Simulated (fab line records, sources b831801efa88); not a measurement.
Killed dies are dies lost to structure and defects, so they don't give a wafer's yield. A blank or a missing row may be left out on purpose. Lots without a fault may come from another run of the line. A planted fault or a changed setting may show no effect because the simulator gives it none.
Which tool did it? | flow sky130 | 11 lots, 30 wafers sampled, at 6 steps of a route of 708

WHAT THE GAUGES READ, wafer by wafer
SKY_CONTACT_BOW_MEAS_05.
lot  | measured     | on            | CONTACT_BOW (um)
L603 | day 31 09:46 | film_metro-04 | 80 85 75
L605 | day 32 02:29 | film_metro-01 | 75 67
L606 | day 32 12:50 | film_metro-04 | 74 76
L607 | day 32 23:22 | film_metro-04 | 86 86
L613 | day 34 11:13 | film_metro-01 | 90 75 80
L614 | day 35 03:23 | film_metro-04 | 80 84 83
L615 | day 35 10:38 | film_metro-01 | 81 90 82
L617 | day 36 12:34 | film_metro-01 | 82 69 85
L616 | day 36 15:49 | film_metro-03 | 84 79 92
L619 | day 36 19:11 | film_metro-01 | 81 74 75
L618 | day 37 04:13 | film_metro-03 | 78 91 89

WHICH TOOL RAN EACH LOT (tool, then ch and the chambers of the sampled wafers, then the start)
lot  | SKY_LI_CONTACT_ETCH_14             | SKY_LI_CONTACT_STRIP_16              | SKY_LOCAL_INTERCONNECT_ETCH_13    | SKY_LOCAL_INTERCONNECT_METAL_ETCH_14 | SKY_LOCAL_INTERCONNECT_STRIP_15
L603 | rie_diel-04 ch 0,2,3, day 30 03:37 | plasma_asher-02 ch 0,1, day 30 03:44 | rie_metal-01 ch 0,1, day 31 08:29 | rie_metal-01 ch 0,1, day 31 08:33    | plasma_asher-03 ch 0,1, day 31 08:36
L605 | rie_diel-04 ch 0,1, day 30 20:25   | plasma_asher-04 ch 0,1, day 30 20:35 | rie_metal-01 ch 0,1, day 32 01:11 | rie_metal-01 ch 0,1, day 32 01:14    | plasma_asher-03 ch 0,1, day 32 01:19
L606 | rie_diel-02 ch 1, day 31 06:55     | plasma_asher-02 ch 0,1, day 31 07:02 | rie_metal-01 ch 0,1, day 32 11:34 | rie_metal-01 ch 0,1, day 32 11:37    | plasma_asher-01 ch 1, day 32 11:40
L607 | rie_diel-01 ch 1,2, day 31 17:31   | plasma_asher-02 ch 0,1, day 31 17:38 | rie_metal-01 ch 0,1, day 32 22:08 | rie_metal-01 ch 0,1, day 32 22:11    | plasma_asher-02 ch 0,1, day 32 22:15
L613 | rie_diel-02 ch 0,1,2, day 33 06:07 | plasma_asher-04 ch 0,1, day 33 06:14 | rie_metal-04 ch 0,1, day 34 09:57 | rie_metal-04 ch 0,1, day 34 10:01    | plasma_asher-02 ch 0,1, day 34 10:04
L614 | rie_diel-04 ch 0,3, day 33 21:40   | plasma_asher-04 ch 0,1, day 33 21:49 | rie_metal-01 ch 0,1, day 35 01:55 | rie_metal-01 ch 0,1, day 35 01:59    | plasma_asher-01 ch 0,1, day 35 02:03
L615 | rie_diel-01 ch 0,1,3, day 34 04:31 | plasma_asher-04 ch 0,1, day 34 04:38 | rie_metal-01 ch 0,1, day 35 09:24 | rie_metal-01 ch 0,1, day 35 09:28    | plasma_asher-02 ch 0,1, day 35 09:31
L617 | rie_diel-01 ch 0,1,3, day 35 08:37 | plasma_asher-02 ch 0,1, day 35 08:44 | rie_metal-03 ch 0,1, day 36 11:02 | rie_metal-03 ch 0,1, day 36 11:06    | plasma_asher-03 ch 0,1, day 36 11:09
L616 | rie_diel-01 ch 2,3, day 35 12:49   | plasma_asher-01 ch 0,1, day 35 12:59 | rie_metal-01 ch 0,1, day 36 14:25 | rie_metal-01 ch 0,1, day 36 14:28    | plasma_asher-02 ch 0,1, day 36 14:32
L619 | rie_diel-04 ch 0,2,3, day 35 15:34 | plasma_asher-02 ch 0,1, day 35 15:41 | rie_metal-04 ch 0,1, day 36 17:52 | rie_metal-04 ch 0,1, day 36 17:55    | plasma_asher-03 ch 0,1, day 36 17:58
L618 | rie_diel-02 ch 2,3, day 36 00:04   | plasma_asher-01 ch 0,1, day 36 00:13 | rie_metal-04 ch 0,1, day 37 02:58 | rie_metal-04 ch 0,1, day 37 03:02    | plasma_asher-02 ch 0,1, day 37 03:06
- SKY_LI_CONTACT_ETCH_14: etches BARC in N2/H2, stops on SiO2, time 45.9 s, target depth 60 nm.
- SKY_LI_CONTACT_STRIP_16: strips in O2/N2.
- SKY_LOCAL_INTERCONNECT_ETCH_13: etches BARC in N2/H2, stops on SiO2, time 45.9 s, target depth 60 nm.
- SKY_LOCAL_INTERCONNECT_METAL_ETCH_14: etches TiN in Cl2/BCl3, stops on PSG, target depth 110 nm, time 31.4 s.
- SKY_LOCAL_INTERCONNECT_STRIP_15: strips in O2/N2.

THE ANSWER, worked out from the rows above alone
Rule: what is usual is taken from the lots themselves. Put in order of their means at a reading, lots are off if they are a third of the lots or fewer, leave a main group of 4 or more, and stand apart from it by a gap of 3 or more times the standard deviation of the main group's means; of several such gaps the widest counts. A main group whose means are all the same, to the digits that the tables above print for the reading, isn't used. A lot without any number at a reading at which 4 lots or more have one is off too. The other lots that the step has rows for count as sound.
No lot is off at any reading shown: from this, nothing can be told.

WHAT THE SIMULATOR HAD PUT IN
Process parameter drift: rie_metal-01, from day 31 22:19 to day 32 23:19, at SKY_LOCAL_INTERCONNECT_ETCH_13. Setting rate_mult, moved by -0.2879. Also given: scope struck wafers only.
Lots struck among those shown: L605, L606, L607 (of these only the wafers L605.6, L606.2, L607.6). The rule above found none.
